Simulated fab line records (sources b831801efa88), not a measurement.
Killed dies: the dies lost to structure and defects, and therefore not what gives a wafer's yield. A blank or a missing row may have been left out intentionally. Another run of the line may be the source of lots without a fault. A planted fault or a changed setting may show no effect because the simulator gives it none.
One fault through the eyes of 2 desks / flow sky130 / each desk has only its own numbers; what lay behind them comes last

## DESK OF THE TOOL OWNER: implanter-02
The tool's own readings at SKY_RES_XHIGH_IMPLANT_07, given as means over the sampled wafers that have a number, one for each lot that went through this tool. The brackets show how far a lot's mean lies from the usual mean; more than 4 standard deviations puts the lot out of limits, marked OUT.
Columns: A = beam_on_s at SKY_RES_XHIGH_IMPLANT_07, usual 41.5 s; B = faraday_current_uA at SKY_RES_XHIGH_IMPLANT_07, usual 491
lot=L463; first seen here=day 30 03:45; A=31.4 (-4.4) OUT; B=647 (+5.6) OUT
lot=L466; first seen here=day 30 23:11; A=31.4 (-4.4) OUT; B=646 (+5.5) OUT
lot=L474; first seen here=day 33 06:00; A=38.0; B=534
lot=L475; first seen here=day 34 00:08; A=38.7; B=526
This desk's verdict: out of limits on L463, L466, starting with L463 at day 30 03:45 (beam_on_s at SKY_RES_XHIGH_IMPLANT_07). In limits: L474, L475.

## THE METROLOGY DESK
What the gauges read, lot by lot, whatever tool the lot ran on: means of the sampled wafers that have a number. The brackets show how far a lot's mean lies from the usual mean; more than 4 standard deviations puts the lot out of limits, marked OUT.
Columns: A = RES_XHIGH_TW at SKY_RES_XHIGH_TW_MEAS_09, usual 1636; B = RES_XHIGH_RS at SKY_SD_N_RS_MEAS_18, usual 333.1 ohm/sq
lot=L455; first seen here=day 26 22:22; A=1643; B=332.1
lot=L456; first seen here=day 27 01:28; A=1638; B=335.0
lot=L457; first seen here=day 27 10:17; A=1620; B=334.1
lot=L458; first seen here=day 27 16:03; A=1639; B=333.7
lot=L463; first seen here=day 30 04:00; A=1545 (-6.0) OUT; B=391.5 (+53) OUT
lot=L466; first seen here=day 30 23:25; A=1522 (-7.6) OUT; B=392.3 (+54) OUT
lot=L468; first seen here=day 31 11:59; A=1658; B=333.4
lot=L470; first seen here=day 31 21:43; A=1642; B=333.2
lot=L472; first seen here=day 32 06:25; A=1621; B=332.0
lot=L474; first seen here=day 33 06:15; A=1642; B=333.0
lot=L475; first seen here=day 34 00:22; A=1651; B=334.4
lot=L477; first seen here=day 34 00:26; A=1662; B=332.0
lot=L476; first seen here=day 34 02:43; A=1625; B=332.3
lot=L478; first seen here=day 34 10:24; A=1627; B=333.8
Per this desk, out of limits: L463, L466; the first was L463, day 30 04:00 (RES_XHIGH_TW at SKY_RES_XHIGH_TW_MEAS_09). In limits: L455, L456, L457, L458, L468, L470, L472, L474, L475, L477, L476, L478.

## TAKEN TOGETHER
On L463, L466, at day 30 03:45, an alarm was possible from the tool owner's desk.
Metrology desk: alarm possible at day 30 04:00 on L463, L466.
Of the lots named, all ran SKY_RES_XHIGH_IMPLANT_07 on implanter-02.

## WHAT HAD BEEN PUT IN BY THE SIMULATOR
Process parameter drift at SKY_RES_XHIGH_IMPLANT_07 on implanter-02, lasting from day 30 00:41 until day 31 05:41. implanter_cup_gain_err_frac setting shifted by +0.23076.
Lots struck among those shown: L463, L466.
Delay (hours) between the fault's onset and each desk's first out-of-limits reading: 3 at the tool owner's desk, 3 at the metrology desk.
